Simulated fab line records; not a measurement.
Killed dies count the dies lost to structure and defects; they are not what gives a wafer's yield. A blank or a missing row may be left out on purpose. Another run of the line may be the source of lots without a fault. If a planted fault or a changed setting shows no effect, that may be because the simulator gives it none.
Matching of chambers	flow sky130	3 sister chambers for SKY_CAPM_CVD_00 on pecvd-03
The step deposits SiO2, target thk 15.5 nm. 3 wafers are shown with their chamber, then 7 later ones without.

WAFERS WITH THEIR CHAMBER
wafer	chamber	heater power w (W)
L146.1	2	711
L149.1	0	664
L149.2	1	811

WAFERS WHOSE CHAMBER IS MISSING
wafer	heater power w (W)
L149.4	680
L151.1	671
L151.2	698
L151.6	843
L153.2	844
L153.3	627
L153.5	602

CHAMBER TAKEN BY EACH
wafer	from the rows above	in truth
L149.4	can't be placed: 0 or 2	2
L151.1	can't be placed: 0 or 2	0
L151.2	can't be placed: 2 or 0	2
L151.6	1	1
L153.2	1	1
L153.3	can't be placed: 0 or 2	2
L153.5	can't be placed: 0 or 2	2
2 of 7 placed correctly. Cannot be placed on the basis of these rows: 5; the candidates contain the true chamber in 5. Placed wrongly: 0.
How it was worked out, from the rows above alone: a wafer's distance from a chamber is the root of the sum, over the readings, of the square of ((its reading less the chamber's mean) divided by the reading's scatter). If the next closest chamber is less than 2 further off than the closest, the wafer can't be placed; otherwise it belongs to the closest. A chamber's mean is the mean of its shown wafers. The scatter (one wafer shown for each chamber): square how far every hidden wafer sits from the nearest shown wafer, average those squares and take the square root.
